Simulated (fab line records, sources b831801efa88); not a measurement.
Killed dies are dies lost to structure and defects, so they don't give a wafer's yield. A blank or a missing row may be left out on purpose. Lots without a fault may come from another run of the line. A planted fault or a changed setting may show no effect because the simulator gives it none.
A struck lot beside a sound one | flow sky130 | 43 steps out of a route of 708
Sound: wafers L415.3, L415.4, L415.5. Struck: wafer L421.1. (L421.3, L421.6 of the same lot were not struck and are left out.) The cause comes at the end.
At each step with rows: each side's tool, then ch and its chambers, then its first start. Under that, the readings that differ: sound wafers | struck wafers | difference of the means | sigmas: that difference in standard deviations of wafers without a fault.
alike: readings whose means differ by less than 2 such deviations, and words and numbers that are the same on both sides. not compared: withheld readings, readings that some wafer has no value for, bounds like >300 that may hide the same value, and numbers for which the record gives no deviation and whose values overlap.
The two part at a step that has a row with sigmas, a row that says differs or no value, or rows on one side only. Numbers that don't overlap but have no deviation are shown without sigmas and don't part them. A reading that every wafer of one side lacks parts them only if that side has two wafers or more.

first, 8 steps without rows for these wafers: SKY_POLY_GATE_DEHYDRATE_05 (time 60 s); SKY_POLY_GATE_HMDS_06 (prime time 60 s); SKY_POLY_GATE_COAT_07 (resist thk 110 nm); SKY_POLY_GATE_COAT_08 (resist thk 450 nm); SKY_POLY_GATE_SOFTBAKE_09 (time 90 s); SKY_POLY_GATE_EXPOSE_10 (exposes mask P1M, target cd 150 nm); SKY_POLY_GATE_PEB_11; SKY_POLY_GATE_DEVELOP_12 (develop time 60 s).
SKY_POLY_GATE_CD_MEAS_13: target cd 150 nm.
  sound on cd_sem-02, day 19 18:49; struck on cd_sem-01, day 22 00:20
  alike: cd_nm
SKY_POLY_GATE_OVL_MEAS_14:
  sound on overlay-02, day 19 18:55; struck on overlay-01, day 22 00:27
  alike: POLY_GATE_OVL
SKY_POLY_GATE_ETCH_15: etches BARC in N2/H2, stops on SiO2, time 118.5 s, target depth 110 nm.
  sound on rie_diel-04 ch 0,1, day 19 18:56; struck on rie_diel-01 ch 0, day 22 00:29
  alike: drypump_motor_current_A, h2_flow_sccm, n2_flow_sccm, oes_product_au, throttle_valve_pct
  not compared: rf_hours_counter_h
SKY_POLY_GATE_ETCH_16: etches Si3N4 in CH3F/O2, stops on poly-Si, time 147.5 s, target depth 75 nm.
  sound on rie_diel-04 ch 0,1, day 19 19:01; struck on rie_diel-01 ch 0, day 22 00:34
  reading                | sound                | struck | difference | sigmas
  throttle_valve_pct (%) | 10.528 10.526 10.534 | 10.550 | +0.021     | +2
  alike: drypump_motor_current_A, oes_product_au
  not compared: rf_hours_counter_h
SKY_POLY_GATE_ETCH_17: etches poly-Si in HBr/Cl2, stops on SiO2, target depth 180 nm, time 70.5 s.
  sound on rie_si-01 ch 0,2, day 19 19:07; struck on rie_si-01 ch 1, day 22 00:40
  alike: drypump_motor_current_A, oes_product_au, throttle_valve_pct
  not compared: rf_hours_counter_h
SKY_POLY_GATE_STRIP_18: strips in O2/N2.
  sound on plasma_asher-01 ch 0,1, day 19 19:13; struck on plasma_asher-04 ch 1, day 22 00:44
  reading                | sound | struck | difference                   | sigmas
  rf_hours_counter_h (h) | - - - | 70     | no value on the sound wafers |
  alike: drypump_motor_current_A, n2_flow_sccm, o2_flow_sccm, oes_product_au, strip_time_to_endpoint_s
then, 2 steps without rows for these wafers: SKY_POLY_GATE_CLEAN_19 (cleans in SC1/SC2, time 150 s); SKY_POLY_GATE_OXIDATION_20 (stabilise 600 s, purge 300 s, target thk 4 nm).
SKY_POLY_GATE_THK_MEAS_21:
  sound on film_metro-02, day 20 00:07; struck on film_metro-01, day 22 02:59
  alike: POLY_GATE_OXIDATION_THK
SKY_POLY_GATE_CD_MEAS_22:
  sound on cd_sem-01, day 20 00:13; struck on cd_sem-02, day 22 03:02
  alike: cd_nm
then, 7 steps without rows for these wafers: SKY_LDD_N_DEHYDRATE_00 (time 60 s); SKY_LDD_N_HMDS_01 (prime time 60 s); SKY_LDD_N_COAT_02 (resist thk 300 nm); SKY_LDD_N_SOFTBAKE_03 (time 60 s); SKY_LDD_N_EXPOSE_04 (exposes mask NTM, target cd 840 nm); SKY_LDD_N_PEB_05; SKY_LDD_N_DEVELOP_06 (develop time 60 s).
SKY_LDD_N_OVL_MEAS_07:
  sound on overlay-02, day 21 05:44; struck on overlay-02, day 23 09:17
  reading        | sound          | struck | difference | sigmas
  LDD_N_OVL (nm) | -1.2 -2.3 -1.0 | 2.0    | +3.5       | +2
then, 8 steps without rows for these wafers: SKY_LDD_N_IMPLANT_08; SKY_LDD_N_IMPLANT_09; SKY_LDD_N_IMPLANT_10; SKY_LDD_N_IMPLANT_11; SKY_LDD_N_IMPLANT_12; SKY_LDD_N_IMPLANT_13; SKY_LDD_N_IMPLANT_14; SKY_LDD_N_IMPLANT_15.
SKY_LDD_N_STRIP_16: strips in O2/N2.
  sound on plasma_asher-01 ch 0,1, day 21 07:00; struck on plasma_asher-01 ch 0, day 23 10:31
  reading                | sound | struck | difference                   | sigmas
  rf_hours_counter_h (h) | - - - | 84     | no value on the sound wafers |
  alike: drypump_motor_current_A, n2_flow_sccm, o2_flow_sccm, oes_product_au, strip_time_to_endpoint_s
SKY_LDD_N_TW_MEAS_17:
  sound on film_metro-01, day 21 07:05; struck on film_metro-04, day 23 10:37
  alike: LDD_N_TW
then, 6 steps without rows for these wafers: SKY_LDD_P_DEHYDRATE_00 (time 60 s); SKY_LDD_P_HMDS_01 (prime time 60 s); SKY_LDD_P_COAT_02 (resist thk 1140 nm); SKY_LDD_P_SOFTBAKE_03 (time 60 s); SKY_LDD_P_EXPOSE_04 (exposes mask PSDM, target cd 380 nm); SKY_LDD_P_PEB_05.
-- the record jumps here: 26 days lie between the struck wafers' starts before and after (it left off in module LDD_P and takes up again in module PAD_OPEN, whose first step shown is number 708 of the route) --
SKY_PAD_OPEN_PROBE_99:
  the record has rows for the struck wafers here (prober-02, day 49 10:40) and none for the sound ones

WHERE THEY PART
First at SKY_POLY_GATE_ETCH_16; last, within this record, at SKY_PAD_OPEN_PROBE_99.

WHY: what the simulator had put in
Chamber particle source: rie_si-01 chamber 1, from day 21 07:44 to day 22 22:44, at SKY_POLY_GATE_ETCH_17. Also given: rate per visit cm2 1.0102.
